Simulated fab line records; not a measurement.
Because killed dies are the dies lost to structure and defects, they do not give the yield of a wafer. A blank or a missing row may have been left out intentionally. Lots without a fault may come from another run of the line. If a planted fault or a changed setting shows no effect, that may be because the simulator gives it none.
The tool behind it: which one?	flow gf180mcu	Sampling: 12 lots, 36 wafers, 5 of 602 route steps

== WHAT THE GAUGES READ, wafer by wafer ==
GF_PASSIVATION_THK_MEAS_01.
lot	measured	on	PASSIVATION_CVD_00_THK (nm)
L351	day 28 17:05	film_metro-04	986 990 1005
L352	day 28 18:44	film_metro-02	1015 1031 1018
L353	day 29 02:44	film_metro-04	979 1009 987
L357	day 30 13:37	film_metro-04	1006 1027 1015
L361	day 31 23:08	film_metro-04	980 993 1013
L362	day 32 00:46	film_metro-03	978 1003 1004
L364	day 32 04:58	film_metro-02	993 1000 1012
L367	day 33 00:07	film_metro-03	1003 1005 1013
L369	day 33 13:08	film_metro-04	991 990 1009
L371	day 34 03:18	film_metro-02	989 998 1002
L372	day 34 05:02	film_metro-04	1003 989 1013
L373	day 34 06:43	film_metro-04	985 991 1013

GF_PASSIVATION_THK_MEAS_03.
lot	measured	on	PASSIVATION_CVD_02_THK (nm)
L351	day 28 17:26	film_metro-02	694 706 707
L352	day 28 19:05	film_metro-02	704 714 707
L353	day 29 03:13	film_metro-02	677 694 695
L357	day 30 14:00	film_metro-04	693 704 706
L361	day 31 23:29	film_metro-02	696 691 709
L362	day 32 01:07	film_metro-02	683 688 693
L364	day 32 05:19	film_metro-04	686 689 697
L367	day 33 00:28	film_metro-02	710 701 703
L369	day 33 13:29	film_metro-03	692 697 706
L371	day 34 03:38	film_metro-03	683 686 686
L372	day 34 05:22	film_metro-02	689 696 706
L373	day 34 07:04	film_metro-02	701 699 708

== TOOL THAT RAN EACH LOT (tool first, then ch and the chambers of the sampled wafers, then the start) ==
lot	GF_V5_CMP_04	GF_TOP_METAL_METAL_ETCH_16	GF_TOP_METAL_STRIP_17
L351	cmp-01 ch 1,2,3, day 26 21:53	rie_metal-01 ch 0,1, day 28 16:13	plasma_asher-03 ch 0,1, day 28 16:25
L352	cmp-02 ch 0,1,3, day 27 00:52	rie_metal-04 ch 1, day 28 17:50	plasma_asher-01 ch 0,1, day 28 18:08
L353	cmp-01 ch 0,1,2, day 27 07:52	rie_metal-04 ch 1, day 29 01:47	plasma_asher-03 ch 0,1, day 29 02:07
L357	cmp-02 ch 0,2,3, day 28 21:20	rie_metal-04 ch 0, day 30 12:49	plasma_asher-01 ch 0,1, day 30 13:01
L361	cmp-02 ch 1,2, day 30 09:00	rie_metal-04 ch 1, day 31 22:19	plasma_asher-04 ch 0,1, day 31 22:31
L362	cmp-01 ch 1,3, day 30 11:07	rie_metal-04 ch 0,1, day 31 23:57	plasma_asher-03 ch 1, day 32 00:08
L364	cmp-02 ch 0,2, day 30 14:43	rie_metal-04 ch 0,1, day 32 04:09	plasma_asher-03 ch 0,1, day 32 04:20
L367	cmp-01 ch 0,2,3, day 31 11:22	rie_metal-01 ch 0,1, day 32 23:19	plasma_asher-01 ch 0,1, day 32 23:31
L369	cmp-02 ch 0,1,2, day 32 01:44	rie_metal-02 ch 0,1, day 33 12:16	plasma_asher-04 ch 0,1, day 33 12:28
L371	cmp-02 ch 0,2,3, day 32 16:31	rie_metal-02 ch 0,1, day 34 02:09	plasma_asher-04 ch 0,1, day 34 02:20
L372	cmp-02 ch 0,1,2, day 32 18:55	rie_metal-01 ch 0,1, day 34 04:13	plasma_asher-03 ch 0,1, day 34 04:25
L373	cmp-02 ch 0,2,3, day 32 20:13	rie_metal-02 ch 0, day 34 05:47	plasma_asher-04 ch 0, day 34 06:06
- GF_V5_CMP_04: polishes SiO2.
- GF_TOP_METAL_METAL_ETCH_16: etches the open film in Cl2/BCl3, stops on SiO2, target depth 1197 nm, time 199.5 s.
- GF_TOP_METAL_STRIP_17: strips in O2/N2.

== AS READ BY THE TOOLS THEMSELVES (means over the sampled wafers that have a number; for cases with no such wafer, the mark the record gives instead) ==
GF_V5_CMP_04.
lot	tool	motor_current_A (A)
L351	cmp-01	12.3
L352	cmp-02	11.8
L353	cmp-01	12.0
L357	cmp-02	11.2
L361	cmp-02	11.1
L362	cmp-01	13.5
L364	cmp-02	10.7
L367	cmp-01	11.2
L369	cmp-02	11.6
L371	cmp-02	11.5
L372	cmp-02	11.3
L373	cmp-02	11.3

GF_TOP_METAL_METAL_ETCH_16.
lot	tool	bcl3_flow_sccm (sccm)	chamber_pressure_mTorr (mTorr)	drypump_motor_current_A (A)	oes_product_au (a.u.)	rf_fwd_power_W (W)	throttle_valve_pct (%)
L351	rie_metal-01	39.86	8.000	5.3	0.987	798.9	28.226
L352	rie_metal-04	40.03	8.002	5.9	0.988	796.5	28.227
L353	rie_metal-04	39.92	8.005	5.9	0.986	800.7	28.237
L357	rie_metal-04	39.97	8.003	5.8	0.994	796.5	28.228
L361	rie_metal-04	40.02	7.991	5.9	0.906	668.1	28.334
L362	rie_metal-04	39.99	7.999	5.9	0.944	713.1	28.278
L364	rie_metal-04	40.08	8.004	5.9	0.938	710.8	28.281
L367	rie_metal-01	40.02	8.000	5.4	0.985	799.0	28.233
L369	rie_metal-02	40.10	7.997	6.0	0.990	794.8	28.228
L371	rie_metal-02	40.05	8.001	6.2	0.982	799.8	28.235
L372	rie_metal-01	39.90	8.001	5.3	0.984	798.1	28.240
L373	rie_metal-02	40.02	7.999	6.4	0.995	797.0	28.231

GF_TOP_METAL_STRIP_17.
lot	tool	chamber_pressure_mTorr (mTorr)	drypump_motor_current_A (A)	heater_power_w (W)	oes_product_au (a.u.)	strip_time_to_endpoint_s (s)
L351	plasma_asher-03	1499.9	5.1	336	0.710	13.07
L352	plasma_asher-01	1501.3	6.2	288	0.707	12.97
L353	plasma_asher-03	1500.9	5.2	327	0.714	12.99
L357	plasma_asher-01	1498.9	6.1	293	0.707	12.86
L361	plasma_asher-04	1499.6	5.6	318	0.715	13.73
L362	plasma_asher-03	1500.0	5.4	321	0.710	13.34
L364	plasma_asher-03	1501.0	5.1	336	0.710	13.50
L367	plasma_asher-01	1499.8	6.1	284	0.710	13.05
L369	plasma_asher-04	1500.9	5.4	349	0.709	12.86
L371	plasma_asher-04	1500.8	5.4	344	0.707	12.93
L372	plasma_asher-03	1500.4	5.2	327	0.714	12.98
L373	plasma_asher-04	1499.9	5.2	376	0.713	12.91

== THE ANSWER, worked out from the rows above alone ==
Rule: usual is defined by the lots themselves. Put in order of their means at a reading, lots are off if they are a third of the lots or fewer, leave a main group of 4 or more, and stand apart from it by a gap of 3 or more times the standard deviation of the main group's means; of several such gaps the widest counts. A main group whose means are all the same, to the digits that the tables above print for the reading, isn't used. A lot without any number at a reading at which 4 lots or more have one is off too. Where the step has rows for the other lots, those lots are counted as sound. After the gauges, taken in route order, come the tools' own readings; for these a lot's mean is taken, as printed above. At the first step where some lot is off, the reading lying furthest off is the one used; lots without a number count as furthest.
Off, at GF_TOP_METAL_METAL_ETCH_16 on rf_fwd_power_W: L361, L362, L364. Mean 797.9 W and standard deviation 1.8 in the main group.
If a tool, at that step or one of the process steps before it, ran each lot that is off and ran no sound lot following the first of them, it fits. One fits: GF_TOP_METAL_METAL_ETCH_16 on rie_metal-04. A fault onset in the window from L357 (day 30 12:49, its last sound lot) to L361 (day 31 22:19, its first lot off) fits.
The tool's own readings at GF_TOP_METAL_METAL_ETCH_16 bear it out: on the lots that are off they differ by more than 5 times the standard deviation of the sound lots' means. oes_product_au reads 0.929 a.u. there against 0.988 a.u. on the sound lots; rf_fwd_power_W reads 697.3 W there against 797.9 W on the sound lots; throttle_valve_pct reads 28.298 % there against 28.232 % on the sound lots.

== WHAT THE SIMULATOR PUT IN ==
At GF_TOP_METAL_METAL_ETCH_16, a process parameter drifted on rie_metal-04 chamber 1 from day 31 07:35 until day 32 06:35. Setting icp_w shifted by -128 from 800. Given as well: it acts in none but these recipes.
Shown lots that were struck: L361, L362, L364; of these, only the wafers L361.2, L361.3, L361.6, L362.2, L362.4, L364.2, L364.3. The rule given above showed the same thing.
